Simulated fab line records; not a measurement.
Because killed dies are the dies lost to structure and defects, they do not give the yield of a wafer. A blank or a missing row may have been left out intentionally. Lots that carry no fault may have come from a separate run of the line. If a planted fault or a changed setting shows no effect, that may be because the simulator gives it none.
fab line records	flow gf180mcu
record lots=24	wafers=72	last_day=34
route steps=602 shown CONTACT@303 M1@316 V3@432 M5@534 V5@541
lots untouched by any fault: they come from a run of this same line in which no faults occurred
start_h: the number of hours between the record's first day and the start of the first shown wafer of the lot	wait_h: how many hours have passed since the lot's step before this one	" as in the row above	L1.1+2: one row covering several wafers at once	- no value, or no start given	* or withheld: withheld	< > ~ a bound
route shown NAME@n: NAME is a module with steps in the file, n the number in the route of the first one	usual: the fault-free wafers' mean and standard deviation	same: alike in all rows	chamber/n: place in a boat	sites: per-site readings	_std_site: how widely they spread, as a standard deviation	_edge_site: inner sites' mean taken away from outer sites' mean	radius_mm: how far each site lies from the wafer's centre	mask NAME#n: copy n	behind: the last tool/chamber to shape the wafer	hold: the reason the lot was held/the length of the hold in hours/how it ended	device: the transistor (n, p or np) that didn't switch	end of line: the tests these same wafers got at the end of their route	where a step has no rows: the recipe by itself	killed: count of dies lost to structure and defects at first sort (not the wafer's yield)	map: per-die view of a wafer (x killed, . not killed, _ where there is no die)
set.NAME: the setting the step ran with; set.NAME@STEP: the setting that earlier step ran with	model.NAME: the simulator's own value behind a step, which no gauge read
the route's steps for a sample of lots (tables are steps, rows are wafers)
services: when a tool's chamber went out of use (start_h, in hours from the record's first day, below 0 if earlier), for how many hours, and the reason
## steps
# step GF_CONTACT_ETCH_16
# recipe chemistry=N2/H2	target_depth_a=withheld	overetch_a=withheld	time_s=withheld	target=BARC	ion_energy_ev=200	source_w=500	bias_w=100	pressure_mtorr=30	n2_flow_sccm=100	h2_flow_sccm=200
# usual drypump_motor_current_A=5.8/0.52	oes_product_au=0.856/0.005	throttle_valve_pct=13.223/0.0087
lot.wafer	tool	chamber	start_h	wait_h	drypump_motor_current_A	oes_product_au	throttle_valve_pct
L074.2	rie_diel-04	0	354.40	0.0	6.0	0.846	13.225
L074.4	"	1	"	"	5.4	0.857	13.224
L074.6	"	3	"	"	5.1	0.855	13.237
L075.1	rie_diel-04	2	364.79	0.0	6.1	0.864	13.211
L075.3	"	1	"	"	5.5	0.863	13.216
L075.6	"	1	"	"	5.5	0.859	13.223
L076.3	rie_diel-01	0	382.75	0.0	6.2	0.864	13.230
L076.5	"	2	"	"	6.0	0.862	13.222
L076.6	"	1	"	"	5.3	0.854	13.221
L077.1	rie_diel-01	2	394.59	0.0	6.1	0.850	13.217
L077.2	"	1	"	"	5.2	0.850	13.222
L077.4	"	0	"	"	6.2	0.851	13.223
L078.2	rie_diel-04	0	400.24	0.0	6.0	0.850	13.226
L078.5	"	0	"	"	6.0	0.860	13.230
L078.6	"	3	"	"	5.2	0.854	13.221
L079.3	rie_diel-01	2	411.94	0.0	6.0	0.856	13.231
L079.4	"	1	"	"	5.2	0.847	13.235
L079.5	"	1	"	"	5.3	0.850	13.220
L080.2	rie_diel-04	0	420.27	0.0	6.0	0.853	13.227
L080.4	"	1	"	"	5.5	0.855	13.243
L080.6	"	2	"	"	6.1	0.860	13.216
L081.1	rie_diel-04	0	434.99	0.0	6.0	0.857	13.221
L081.2	"	1	"	"	5.4	0.859	13.227
L081.5	"	1	"	"	5.4	0.863	13.227
L082.2	rie_diel-01	0	435.24	0.0	6.2	0.856	13.215
L082.3	"	3	"	"	6.6	0.854	13.239
L082.4	"	2	"	"	6.0	0.853	13.217
L083.1	rie_diel-03	1	440.59	0.0	6.3	0.862	13.237
L083.4	"	0	"	"	4.9	0.858	13.225
L083.5	"	0	"	"	4.9	0.855	13.228
L084.1	rie_diel-01	2	450.56	0.0	6.1	0.851	13.221
L084.4	"	1	"	"	5.2	0.856	13.218
L084.5	"	0	"	"	6.2	0.853	13.212
L085.1	rie_diel-01	0	459.70	0.0	6.2	0.861	13.215
L085.2	"	1	"	"	5.2	0.862	13.222
L085.4	"	2	"	"	6.0	0.852	13.218
L086.1	rie_diel-01	3	471.95	0.0	6.5	0.861	13.206
L086.4	"	1	"	"	5.2	0.857	13.215
L086.5	"	3	"	"	6.5	0.861	13.231
L087.3	rie_diel-04	3	480.12	0.0	5.1	0.848	13.201
L087.4	"	2	"	"	6.1	0.860	13.220
L087.5	"	0	"	"	6.0	0.862	13.217
L088.1	rie_diel-01	2	485.82	0.0	6.0	0.860	13.234
L088.3	"	3	"	"	6.5	0.854	13.225
L088.6	"	3	"	"	6.6	0.848	13.222
L089.1	rie_diel-03	2	495.40	0.0	5.1	0.854	13.240
L089.3	"	1	"	"	6.3	0.851	13.227
L089.5	"	0	"	"	4.9	0.859	13.231
L090.3	rie_diel-01	2	506.65	0.0	6.0	0.858	13.211
L090.5	"	0	"	"	6.2	0.854	13.218
L090.6	"	1	"	"	5.3	0.850	13.232
L091.1	rie_diel-03	2	513.02	0.0	5.1	0.857	13.212
L091.2	"	1	"	"	6.3	0.863	13.230
L091.6	"	0	"	"	4.9	0.859	13.228
L092.1	rie_diel-04	3	523.92	0.0	5.1	0.843	13.208
L092.2	"	2	"	"	6.1	0.850	13.228
L092.6	"	0	"	"	6.0	0.855	13.213
L093.1	rie_diel-01	0	526.32	0.0	6.2	0.861	13.217
L093.3	"	2	"	"	6.0	0.856	13.227
L093.5	"	3	"	"	6.5	0.850	13.231
L094.1	rie_diel-01	3	540.07	0.0	6.5	0.860	13.218
L094.4	"	1	"	"	5.3	0.860	13.214
L094.6	"	1	"	"	5.2	0.865	13.220
L095.1	rie_diel-01	3	546.85	0.0	6.5	0.851	13.219
L095.4	"	1	"	"	5.2	0.853	13.222
L095.6	"	1	"	"	5.2	0.852	13.235
L096.1	rie_diel-01	1	551.27	0.0	5.2	0.855	13.241
L096.4	"	3	"	"	6.5	0.851	13.234
L096.5	"	1	"	"	5.2	0.858	13.225
L097.2	rie_diel-03	1	553.50	0.0	6.3	0.858	13.232
L097.3	"	2	"	"	5.1	0.853	13.217
L097.4	"	3	"	"	5.3	0.851	13.213
# step GF_CONTACT_SPUTTER_22
# recipe material=Ti	target_thk_nm=15	chamber_pressure_pa=5	power_w=2500	substrate_temp_c=200	time_s=80.02
# usual chamber_pressure_pa=4.999/0.011	substrate_temp_c=200.01/0.15	throttle_valve_pct=29.4/0.86
lot.wafer	tool	chamber	start_h	wait_h	chamber_pressure_pa	substrate_temp_c	throttle_valve_pct
L074.2	pvd_sputter-02	-	354.87	0.0	4.992	200.07	29.6
L074.4	"	-	"	"	5.004	199.91	28.7
L074.6	"	-	"	"	4.989	199.84	29.7
L075.1	pvd_sputter-02	-	365.26	0.0	5.007	199.88	30.6
L075.3	"	-	"	"	5.003	199.89	29.0
L075.6	"	-	"	"	4.981	199.89	29.3
L076.3	pvd_sputter-04	-	383.22	0.0	4.982	200.07	30.0
L076.5	"	-	"	"	5.010	200.13	29.9
L076.6	"	-	"	"	5.020	199.97	28.7
L077.1	pvd_sputter-01	-	395.05	0.0	4.992	199.71	27.5
L077.2	"	-	"	"	4.983	199.99	28.5
L077.4	"	-	"	"	5.023	199.88	29.4
L078.2	pvd_sputter-04	-	400.70	0.0	5.004	200.14	28.5
L078.5	"	-	"	"	4.999	199.80	28.7
L078.6	"	-	"	"	5.003	199.91	30.1
L079.3	pvd_sputter-02	-	412.40	0.0	5.014	200.10	30.6
L079.4	"	-	"	"	5.002	199.87	28.6
L079.5	"	-	"	"	5.010	200.02	30.8
L080.2	pvd_sputter-02	-	420.74	0.0	4.986	200.02	29.8
L080.4	"	-	"	"	5.014	200.17	29.3
L080.6	"	-	"	"	5.001	199.86	28.6
L081.1	pvd_sputter-04	-	435.47	0.0	5.020	200.00	29.2
L081.2	"	-	"	"	4.994	199.78	29.9
L081.5	"	-	"	"	5.010	200.19	29.5
L082.2	pvd_sputter-02	-	435.71	0.0	5.005	199.87	30.6
L082.3	"	-	"	"	4.991	199.93	29.0
L082.4	"	-	"	"	5.002	200.10	28.6
L083.1	pvd_sputter-02	-	441.06	0.0	4.997	199.97	29.7
L083.4	"	-	"	"	5.005	200.10	28.9
L083.5	"	-	"	"	5.006	200.13	28.7
L084.1	pvd_sputter-02	-	451.02	0.0	4.999	200.26	29.3
L084.4	"	-	"	"	4.998	199.92	28.5
L084.5	"	-	"	"	5.000	200.42	29.2
L085.1	pvd_sputter-01	-	460.17	0.0	5.001	199.97	28.5
L085.2	"	-	"	"	5.005	199.93	30.3
L085.4	"	-	"	"	4.989	200.11	29.4
L086.1	pvd_sputter-02	-	472.41	0.0	4.987	200.03	29.6
L086.4	"	-	"	"	5.010	200.22	29.0
L086.5	"	-	"	"	4.977	199.92	30.6
L087.3	pvd_sputter-02	-	480.58	0.0	5.003	200.03	29.7
L087.4	"	-	"	"	5.006	199.97	28.5
L087.5	"	-	"	"	4.980	199.72	30.8
L088.1	pvd_sputter-02	-	486.28	0.0	4.987	200.05	30.7
L088.3	"	-	"	"	4.996	200.19	28.6
L088.6	"	-	"	"	4.984	200.25	30.7
L089.1	pvd_sputter-04	-	495.86	0.0	4.990	200.16	29.8
L089.3	"	-	"	"	5.003	199.90	29.9
L089.5	"	-	"	"	5.001	199.95	29.1
L090.3	pvd_sputter-02	-	507.11	0.0	5.003	200.19	30.8
L090.5	"	-	"	"	4.999	200.22	29.3
L090.6	"	-	"	"	4.994	200.24	30.6
L091.1	pvd_sputter-02	-	513.50	0.0	4.982	200.06	30.6
L091.2	"	-	"	"	5.007	200.03	28.5
L091.6	"	-	"	"	4.985	199.93	30.8
L092.1	pvd_sputter-02	-	524.40	0.0	5.017	199.96	29.9
L092.2	"	-	"	"	5.014	200.18	28.5
L092.6	"	-	"	"	5.000	199.93	28.7
L093.1	pvd_sputter-02	-	526.80	0.0	4.996	200.01	29.0
L093.3	"	-	"	"	4.999	199.93	28.4
L093.5	"	-	"	"	5.008	199.91	28.6
L094.1	pvd_sputter-02	-	540.54	0.0	5.010	199.69	30.7
L094.4	"	-	"	"	4.990	199.93	28.3
L094.6	"	-	"	"	5.010	199.69	28.7
L095.1	pvd_sputter-01	-	547.32	0.0	4.976	200.11	30.5
L095.4	"	-	"	"	5.014	199.88	28.7
L095.6	"	-	"	"	4.994	199.72	27.4
L096.1	pvd_sputter-02	-	551.74	0.0	4.990	200.06	29.0
L096.4	"	-	"	"	5.001	199.91	29.9
L096.5	"	-	"	"	4.988	200.04	29.7
L097.2	pvd_sputter-01	-	554.05	0.0	4.992	199.88	29.1
L097.3	"	-	"	"	5.000	200.03	30.2
L097.4	"	-	"	"	4.996	200.36	29.0
# step GF_M1_SPUTTER_01
# recipe material=TiN	target_thk_nm=30	power_w=6500	time_s=25	chamber_pressure_pa=0.4
# usual chamber_pressure_pa=0.4001/0.00075	throttle_valve_pct=29.2/0.88
lot.wafer	tool	chamber	start_h	wait_h	chamber_pressure_pa	throttle_valve_pct
L074.2	pvd_sputter-03	-	355.65	0.1	0.3995	28.8
L074.4	"	-	"	"	0.3999	29.8
L074.6	"	-	"	"	0.3996	30.5
L075.1	pvd_sputter-03	-	366.04	0.1	0.4005	28.9
L075.3	"	-	"	"	0.4008	30.6
L075.6	"	-	"	"	0.4013	28.6
L076.3	pvd_sputter-01	-	384.00	0.1	0.4003	30.5
L076.5	"	-	"	"	0.4004	29.4
L076.6	"	-	"	"	0.4011	30.4
L077.1	pvd_sputter-04	-	395.86	0.1	0.3997	28.6
L077.2	"	-	"	"	0.3988	29.2
L077.4	"	-	"	"	0.3993	29.6
L078.2	pvd_sputter-01	-	401.48	0.1	0.3998	29.1
L078.5	"	-	"	"	0.4000	29.3
L078.6	"	-	"	"	0.3993	30.4
L079.3	pvd_sputter-04	-	413.28	0.1	0.4001	28.5
L079.4	"	-	"	"	0.3995	29.9
L079.5	"	-	"	"	0.3997	30.0
L080.2	pvd_sputter-04	-	421.52	0.1	0.4001	29.6
L080.4	"	-	"	"	0.4005	29.4
L080.6	"	-	"	"	0.4005	29.7
L081.1	pvd_sputter-01	-	436.37	0.1	0.4000	27.6
L081.2	"	-	"	"	0.4000	29.3
L081.5	"	-	"	"	0.4001	27.5
L082.2	pvd_sputter-03	-	436.49	0.1	0.4004	28.8
L082.3	"	-	"	"	0.3996	28.9
L082.4	"	-	"	"	0.4011	30.8
L083.1	pvd_sputter-03	-	441.84	0.1	0.4014	28.7
L083.4	"	-	"	"	0.4004	30.9
L083.5	"	-	"	"	0.4016	30.6
L084.1	pvd_sputter-01	-	451.80	0.1	0.3999	29.6
L084.4	"	-	"	"	0.4011	30.4
L084.5	"	-	"	"	0.4010	27.6
L085.1	pvd_sputter-04	-	460.95	0.1	0.4007	28.8
L085.2	"	-	"	"	0.4006	29.2
L085.4	"	-	"	"	0.4000	29.7
L086.1	pvd_sputter-01	-	473.44	0.1	0.4005	29.5
L086.4	"	-	"	"	0.3983	30.4
L086.5	"	-	"	"	0.4001	27.1
L087.3	pvd_sputter-03	-	481.36	0.1	0.4002	30.6
L087.4	"	-	"	"	0.4000	28.9
L087.5	"	-	"	"	0.3998	29.5
L088.1	pvd_sputter-01	-	487.06	0.1	0.4005	28.8
L088.3	"	-	"	"	0.3998	27.4
L088.6	"	-	"	"	0.4002	27.7
L089.1	pvd_sputter-03	-	496.65	0.1	0.3996	29.6
L089.3	"	-	"	"	0.4000	29.2
L089.5	"	-	"	"	0.4001	28.9
L090.3	pvd_sputter-03	-	507.89	0.1	0.3994	28.9
L090.5	"	-	"	"	0.3989	28.8
L090.6	"	-	"	"	0.3998	30.7
L091.1	pvd_sputter-03	-	514.28	0.1	0.4008	28.8
L091.2	"	-	"	"	0.3985	29.2
L091.6	"	-	"	"	0.4006	29.7
L092.1	pvd_sputter-01	-	525.18	0.1	0.4019	27.4
L092.2	"	-	"	"	0.4010	29.7
L092.6	"	-	"	"	0.3999	29.1
L093.1	pvd_sputter-04	-	527.58	0.1	0.4010	29.1
L093.3	"	-	"	"	0.4001	29.9
L093.5	"	-	"	"	0.4004	29.3
L094.1	pvd_sputter-04	-	541.32	0.1	0.4006	28.7
L094.4	"	-	"	"	0.4013	29.6
L094.6	"	-	"	"	0.3997	29.7
L095.1	pvd_sputter-01	-	548.10	0.1	0.3982	28.6
L095.4	"	-	"	"	0.4005	30.2
L095.6	"	-	"	"	0.3990	28.9
L096.1	pvd_sputter-01	-	552.52	0.1	0.3995	27.4
L096.4	"	-	"	"	0.3986	29.4
L096.5	"	-	"	"	0.4001	30.4
L097.2	pvd_sputter-01	-	554.83	0.1	0.4002	27.5
L097.3	"	-	"	"	0.3988	30.4
L097.4	"	-	"	"	0.4001	29.4
# step GF_V3_THK_MEAS_03
# recipe reads=SiO2_of_V3_CVD_02
# usual V3_CVD_02_THK=848/10
lot.wafer	tool	chamber	start_h	wait_h	V3_CVD_02_THK[nm]
L074.2	film_metro-02	-	481.45	0.0	853
L074.4	"	-	"	"	843
L074.6	"	-	"	"	858
L075.1	film_metro-02	-	491.88	0.0	846
L075.3	"	-	"	"	851
L075.6	"	-	"	"	864
L076.3	film_metro-04	-	510.02	0.1	834
L076.5	"	-	"	"	853
L076.6	"	-	"	"	846
L077.1	film_metro-04	-	522.70	0.1	848
L077.2	"	-	"	"	841
L077.4	"	-	"	"	859
L078.2	film_metro-01	-	528.06	0.0	835
L078.5	"	-	"	"	867
L078.6	"	-	"	"	862
L079.3	film_metro-04	-	539.88	0.1	849
L079.4	"	-	"	"	847
L079.5	"	-	"	"	859
L080.2	film_metro-02	-	548.09	0.0	841
L080.4	"	-	"	"	845
L080.6	"	-	"	"	853
L081.1	film_metro-01	-	561.49	0.0	845
L081.2	"	-	"	"	838
L081.5	"	-	"	"	855
L082.2	film_metro-04	-	562.86	0.0	843
L082.3	"	-	"	"	845
L082.4	"	-	"	"	864
L083.1	film_metro-04	-	567.08	0.0	839
L083.4	"	-	"	"	856
L083.5	"	-	"	"	861
L084.1	film_metro-04	-	573.75	0.0	828
L084.4	"	-	"	"	840
L084.5	"	-	"	"	847
L085.1	film_metro-04	-	582.89	0.0	845
L085.2	"	-	"	"	841
L085.4	"	-	"	"	852
L086.1	film_metro-02	-	594.08	0.0	847
L086.4	"	-	"	"	858
L086.5	"	-	"	"	851
L087.3	film_metro-02	-	600.93	0.1	837
L087.4	"	-	"	"	855
L087.5	"	-	"	"	854
L088.1	film_metro-04	-	604.86	0.0	839
L088.3	"	-	"	"	840
L088.6	"	-	"	"	851
L089.1	film_metro-01	-	616.15	0.0	828
L089.3	"	-	"	"	842
L089.5	"	-	"	"	841
L090.3	film_metro-04	-	625.07	0.1	825
L090.5	"	-	"	"	842
L090.6	"	-	"	"	851
L091.1	film_metro-01	-	630.19	0.0	834
L091.2	"	-	"	"	835
L091.6	"	-	"	"	853
L092.1	film_metro-02	-	639.05	0.0	842
L092.2	"	-	"	"	845
L092.6	"	-	"	"	842
L093.1	film_metro-01	-	642.96	0.0	837
L093.3	"	-	"	"	859
L093.5	"	-	"	"	861
L094.1	film_metro-02	-	652.84	0.2	835
L094.4	"	-	"	"	847
L094.6	"	-	"	"	847
L095.1	film_metro-02	-	659.20	0.0	849
L095.4	"	-	"	"	861
L095.6	"	-	"	"	853
L096.1	film_metro-02	-	663.50	0.0	849
L096.4	"	-	"	"	857
L096.5	"	-	"	"	852
L097.2	film_metro-04	-	666.06	0.0	860
L097.3	"	-	"	"	846
L097.4	"	-	"	"	863
# step GF_M5_OVL_MEAS_08
# usual M5_OVL=1/4.6
lot.wafer	tool	chamber	start_h	wait_h	M5_OVL[nm]
L074.2	overlay-01	-	599.80	0.1	0
L074.4	"	-	"	"	-8
L074.6	"	-	"	"	0
L075.1	overlay-01	-	609.47	0.1	-5
L075.3	"	-	"	"	1
L075.6	"	-	"	"	2
L076.3	overlay-01	-	624.29	0.1	8
L076.5	"	-	"	"	7
L076.6	"	-	"	"	2
L077.1	overlay-02	-	635.10	0.1	0
L077.2	"	-	"	"	0
L077.4	"	-	"	"	-3
L078.2	overlay-01	-	643.65	0.1	3
L078.5	"	-	"	"	-3
L078.6	"	-	"	"	-5
L079.3	overlay-01	-	650.26	0.1	-1
L079.4	"	-	"	"	-8
L079.5	"	-	"	"	-2
L080.2	overlay-01	-	657.49	0.1	0
L080.4	"	-	"	"	0
L080.6	"	-	"	"	0
L081.1	overlay-02	-	668.88	0.1	-12
L081.2	"	-	"	"	-2
L081.5	"	-	"	"	-4
L082.2	overlay-02	-	671.67	0.1	2
L082.3	"	-	"	"	4
L082.4	"	-	"	"	6
L083.1	overlay-01	-	674.84	0.1	2
L083.4	"	-	"	"	7
L083.5	"	-	"	"	-1
L084.1	overlay-01	-	680.79	0.1	5
L084.4	"	-	"	"	8
L084.5	"	-	"	"	5
L085.1	overlay-02	-	695.29	0.1	4
L085.2	"	-	"	"	-4
L085.4	"	-	"	"	5
L086.1	overlay-01	-	698.77	0.1	2
L086.4	"	-	"	"	-7
L086.5	"	-	"	"	-1
L087.3	overlay-01	-	706.03	0.1	5
L087.4	"	-	"	"	5
L087.5	"	-	"	"	3
L088.1	overlay-02	-	707.34	0.1	2
L088.3	"	-	"	"	0
L088.6	"	-	"	"	0
L089.1	overlay-01	-	715.74	0.1	-6
L089.3	"	-	"	"	2
L089.5	"	-	"	"	1
L090.3	overlay-01	-	726.11	0.1	4
L090.5	"	-	"	"	5
L090.6	"	-	"	"	-4
L091.1	overlay-02	-	730.58	0.1	-4
L091.2	"	-	"	"	1
L091.6	"	-	"	"	-3
L092.1	overlay-02	-	737.49	0.1	1
L092.2	"	-	"	"	4
L092.6	"	-	"	"	-8
L093.1	overlay-01	-	741.66	0.1	-2
L093.3	"	-	"	"	3
L093.5	"	-	"	"	0
L094.1	overlay-02	-	748.48	0.1	0
L094.4	"	-	"	"	9
L094.6	"	-	"	"	7
L095.1	overlay-01	-	754.43	0.1	0
L095.4	"	-	"	"	0
L095.6	"	-	"	"	0
L096.1	overlay-02	-	758.09	0.1	4
L096.4	"	-	"	"	-2
L096.5	"	-	"	"	7
L097.2	overlay-01	-	761.39	0.1	2
L097.3	"	-	"	"	0
L097.4	"	-	"	"	8
# step GF_V5_THK_MEAS_01
# recipe reads=SiO2_of_V5_CVD_00
# usual V5_CVD_00_THK=299/3.5
lot.wafer	tool	chamber	start_h	wait_h	V5_CVD_00_THK[nm]
L074.2	film_metro-04	-	600.55	0.0	298
L074.4	"	-	"	"	298
L074.6	"	-	"	"	304
L075.1	film_metro-04	-	610.22	0.0	291
L075.3	"	-	"	"	296
L075.6	"	-	"	"	299
L076.3	film_metro-01	-	625.12	0.0	300
L076.5	"	-	"	"	300
L076.6	"	-	"	"	299
L077.1	film_metro-02	-	635.84	0.0	295
L077.2	"	-	"	"	298
L077.4	"	-	"	"	302
L078.2	film_metro-02	-	644.41	0.0	297
L078.5	"	-	"	"	295
L078.6	"	-	"	"	295
L079.3	film_metro-04	-	651.05	0.0	293
L079.4	"	-	"	"	295
L079.5	"	-	"	"	295
L080.2	film_metro-04	-	658.36	0.0	303
L080.4	"	-	"	"	297
L080.6	"	-	"	"	306
L081.1	film_metro-02	-	669.64	0.0	300
L081.2	"	-	"	"	296
L081.5	"	-	"	"	299
L082.2	film_metro-02	-	672.49	0.0	298
L082.3	"	-	"	"	301
L082.4	"	-	"	"	300
L083.1	film_metro-04	-	675.59	0.0	305
L083.4	"	-	"	"	300
L083.5	"	-	"	"	299
L084.1	film_metro-02	-	681.58	0.0	301
L084.4	"	-	"	"	297
L084.5	"	-	"	"	300
L085.1	film_metro-04	-	696.07	0.0	300
L085.2	"	-	"	"	298
L085.4	"	-	"	"	299
L086.1	film_metro-04	-	699.56	0.0	298
L086.4	"	-	"	"	305
L086.5	"	-	"	"	298
L087.3	film_metro-01	-	706.79	0.0	306
L087.4	"	-	"	"	301
L087.5	"	-	"	"	300
L088.1	film_metro-04	-	708.24	0.0	303
L088.3	"	-	"	"	302
L088.6	"	-	"	"	300
L089.1	film_metro-01	-	716.50	0.0	305
L089.3	"	-	"	"	295
L089.5	"	-	"	"	295
L090.3	film_metro-04	-	726.89	0.0	293
L090.5	"	-	"	"	291
L090.6	"	-	"	"	300
L091.1	film_metro-01	-	731.35	0.0	299
L091.2	"	-	"	"	304
L091.6	"	-	"	"	298
L092.1	film_metro-04	-	738.26	0.0	294
L092.2	"	-	"	"	298
L092.6	"	-	"	"	295
L093.1	film_metro-04	-	742.55	0.0	299
L093.3	"	-	"	"	297
L093.5	"	-	"	"	298
L094.1	film_metro-01	-	749.24	0.0	296
L094.4	"	-	"	"	299
L094.6	"	-	"	"	297
L095.1	film_metro-04	-	755.20	0.0	301
L095.4	"	-	"	"	299
L095.6	"	-	"	"	300
L096.1	film_metro-02	-	758.89	0.0	294
L096.4	"	-	"	"	293
L096.5	"	-	"	"	297
L097.2	film_metro-04	-	762.15	0.0	301
L097.3	"	-	"	"	303
L097.4	"	-	"	"	300
## services
tool	chamber	start_h	hours	kind
rie_diel-03	3	333.72	7.1	repair
pvd_sputter-01	-	338.51	1.3	repair
rie_diel-03	0	348.72	4.1	repair
pvd_sputter-02	-	348.96	3.9	repair
rie_diel-03	-	372.10	2.1	repair
rie_diel-01	0	372.62	2.3	repair
rie_diel-03	-	382.49	40.1	repair
rie_diel-03	2	386.63	7.2	repair
rie_diel-03	-	386.98	0.3	repair
pvd_sputter-02	-	393.99	6.8	repair
rie_diel-01	-	405.24	0.6	repair
pvd_sputter-01	0	411.78	-	consumable_replace:kit
pvd_sputter-01	0	411.78	18.0	scheduled_down
rie_diel-04	3	415.88	14.5	repair
rie_diel-01	3	465.54	2.3	repair
pvd_sputter-03	-	467.61	10.1	repair
rie_diel-01	0	480.33	17.1	repair
pvd_sputter-01	-	497.76	3.2	repair
pvd_sputter-02	-	508.32	3.8	repair
pvd_sputter-01	-	514.59	2.9	repair
pvd_sputter-03	-	535.00	60.1	repair
pvd_sputter-01	-	539.82	2.8	repair
pvd_sputter-04	-	542.78	23.0	repair
rie_diel-04	-	550.21	0.5	repair
## key
fault none
